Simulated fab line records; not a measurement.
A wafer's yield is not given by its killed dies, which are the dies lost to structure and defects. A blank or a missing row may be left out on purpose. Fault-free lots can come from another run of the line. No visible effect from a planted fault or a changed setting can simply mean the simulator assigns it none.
8D (eight disciplines) problem report, filled in by code + flow sky130 + the parts of the form that need people (team, actions taken, sign-off) are left out

1. PROBLEM STATEMENT
POLY_GATE_TW at SKY_RES_PROTECT_TW_MEAS_08 reads a mean of 79 on 3 wafers of 3 lots; wafers without a fault read 4054 with a standard deviation of 23. So: -99 or more standard deviations from the usual mean.
First seen on wafer L741.6, day 20 04:43, on film-metro-03. The record has a number at this step for 36 wafers belonging to 12 lots. By rule, "out" or "out of limits" means more than 4 standard deviations away from the usual mean. The other wafers with a number count as sound.

2. WHAT THIS IS AND IS NOT
| question                    | is                           | is not                                                                                       |
|-----------------------------|------------------------------|----------------------------------------------------------------------------------------------|
| which readings at this step | POLY_GATE_TW                 | -                                                                                            |
| which lots                  | L741, L742, L744             | L728, L729, L731, L732, L733, L734, L746, L747, L751                                         |
| which wafers of those lots  | L741.6, L742.2, L744.6       | L741.4, L741.5, L742.1, L742.3, L744.1, L744.5                                               |
| read on which gauges        | film-metro-02, film-metro-03 | film-metro-04                                                                                |
| when                        | from day 20 04:43            | up to then (20 sound wafers); but 13 sound wafers of L742, L744, L746, L747, L751 came after |

3. WHAT RULES OUT EACH SUSPECT
Counting: a tool at a process step up to the reading stays a suspect if it ran every lot that is out. Sound lots after the first of them don't rule it out here, since some wafers of a struck lot are sound.
- ruled out: the gauge at SKY_RES_PROTECT_TW_MEAS_08. 2 gauges (film-metro-02, film-metro-03) read the wafers that are out.
- litho-track-04 at SKY_RES_PROTECT_DEVELOP_06 (develop time 60 s): kept. Ran every lot that is out, first one L741 (day 20 04:22); last sound lot up to then L728 (day 15 05:13).
Left after counting: litho-track-04 at SKY_RES_PROTECT_DEVELOP_06.

4. THE CAUSE (what the simulator had put in)
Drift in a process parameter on litho-track-04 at SKY_RES_PROTECT_DEVELOP_06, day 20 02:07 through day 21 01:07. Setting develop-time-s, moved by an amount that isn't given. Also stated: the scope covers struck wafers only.
Only this tool survived the counting.

5. THE CHAIN OF EFFECTS, in route order
Each row: a reading where the mean over the struck wafers with a number is more than 3 standard deviations away from the usual. Readings are gone through only where the record gives a usual standard deviation; hours: the median, over the lots, of the time from a lot's start at the first step in this table giving one to that lot's start at this step; sigmas: the change measured in usual standard deviations.
| hours | step                       | reading         | usual | on struck wafers | change | sigmas      |
|-------|----------------------------|-----------------|-------|------------------|--------|-------------|
| 0     | SKY_RES_PROTECT_TW_MEAS_08 | POLY_GATE_TW    | 4054  | 79               | -3975  | -99 or more |
| 701   | SKY_PAD_OPEN_PROBE_99      | killed-at-other | 0.4   | 219.7            | +219.3 | +99 or more |
| 701   | SKY_PAD_OPEN_PROBE_99      | killed-dies     | 85    | 304              | +219   | +23         |
The process steps in it:
- SKY_PAD_OPEN_PROBE_99

6. HOW IT WOULD HAVE BEEN CAUGHT EARLIER
Counted from the fault's start at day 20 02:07, it took 3 hours until the first out-of-limits reading at a measuring or inspecting step in this record, taken at day 20 04:43.
L742, L744, from the lots that are out (3), started SKY_RES_PROTECT_DEVELOP_06 on litho-track-04 later than day 20 04:43. A hold on the tool at that time would have spared those 2.
